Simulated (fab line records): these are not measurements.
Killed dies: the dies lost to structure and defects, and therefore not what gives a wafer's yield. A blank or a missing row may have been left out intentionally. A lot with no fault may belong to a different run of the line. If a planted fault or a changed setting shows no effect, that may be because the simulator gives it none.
The tool behind it: which one? + flow sfq_line + Sampling: 13 lots, 39 wafers, 2 of 325 route steps

== WHAT THE GAUGES READ, wafer by wafer ==
SFQ_I0_OVL_MEAS_908.
| lot  | measured     | on         | I0_OVL (nm) |
|------|--------------|------------|-------------|
| L175 | day 12 13:50 | overlay-01 | 1 -4 -2     |
| L176 | day 12 19:59 | overlay-02 | -13 -10 -15 |
| L177 | day 12 21:02 | overlay-01 | 1 -4 3      |
| L178 | day 13 09:02 | overlay-02 | 1 -3 2      |
| L179 | day 13 17:26 | overlay-02 | 4 -1 6      |
| L182 | day 15 05:13 | overlay-02 | 42 43 44    |
| L188 | day 16 09:56 | overlay-02 | 42 33 35    |
| L190 | day 17 04:53 | overlay-02 | 1 5 2       |
| L191 | day 17 06:34 | overlay-01 | -5 -8 -6    |
| L192 | day 23 06:56 | overlay-01 | -5 -4 -5    |
| L196 | day 26 00:34 | overlay-01 | -7 -3 -4    |
| L197 | day 26 06:34 | overlay-01 | 2 10 8      |
| L198 | day 26 12:34 | overlay-01 | -6 -4 -10   |

== TOOL THAT RAN EACH LOT (tool first, then ch and the chambers of the sampled wafers, then the start) ==
| lot  | SFQ_TRILAYER_I0_VIA_LITHO_EXPOSE_032 |
|------|--------------------------------------|
| L175 | krf_scanner-02 ch 0, day 12 12:20    |
| L176 | krf_scanner-02 ch 0, day 12 18:20    |
| L177 | krf_scanner-02 ch 0, day 12 19:44    |
| L178 | krf_scanner-02 ch 0, day 13 07:44    |
| L179 | krf_scanner-02 ch 0, day 13 15:56    |
| L182 | krf_scanner-01 ch 0, day 15 03:54    |
| L188 | krf_scanner-01 ch 0, day 16 08:50    |
| L190 | krf_scanner-02 ch 0, day 17 03:23    |
| L191 | krf_scanner-02 ch 0, day 17 05:04    |
| L192 | krf_scanner-02 ch 0, day 23 05:26    |
| L196 | krf_scanner-02 ch 0, day 25 23:04    |
| L197 | krf_scanner-02 ch 0, day 26 05:04    |
| L198 | krf_scanner-02 ch 0, day 26 11:16    |
- SFQ_TRILAYER_I0_VIA_LITHO_EXPOSE_032: exposes mask I0, target cd 500 nm.

== WHAT THE TOOLS THEMSELVES READ (means of the sampled wafers that have a number; where no wafer has one, the mark that the record gives instead) ==
The record holds no such reading with a usual standard deviation.

== THE ANSWER, worked out from the rows above alone ==
Rule: usual is defined by the lots themselves. Put in order of their means at a reading, lots are off if they are a third of the lots or fewer, leave a main group of 4 or more, and stand apart from it by a gap of 3 or more times the standard deviation of the main group's means; of several such gaps the widest counts. The tables above print the reading to a certain number of digits; a main group whose means all agree to those digits is not used. Also off: a lot with no number at a reading for which 4 or more lots have one. The other lots that the step has rows for count as sound. Order of review: gauges by route order, followed by the tools' own readings, for which a lot's mean as printed above is used. The first step at which some lot is off is used, and at that step the reading that is off furthest; a lot without a number counts as furthest.
Off: L182, L188, at SFQ_I0_OVL_MEAS_908 (I0_OVL). For the main group the mean is -2 nm and the standard deviation 5.2.
If a tool, at a process step before that reading, ran all the lots that are off and no sound lot after the first of them, it fits. Those tools and the gauges at SFQ_I0_OVL_MEAS_908 are tried in the same way. One fits: krf_scanner-01 at SFQ_TRILAYER_I0_VIA_LITHO_EXPOSE_032. It ran no sound lot before its first lot that is off in this sample, so the start can't be narrowed down.

== WHAT THE SIMULATOR HAD PUT IN ==
Scanner matching overlay: krf_scanner-01, from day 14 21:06 on, at SFQ_TRILAYER_I0_VIA_LITHO_EXPOSE_032. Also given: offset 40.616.
Shown lots that were struck: L182, L188. The rule above found the same.
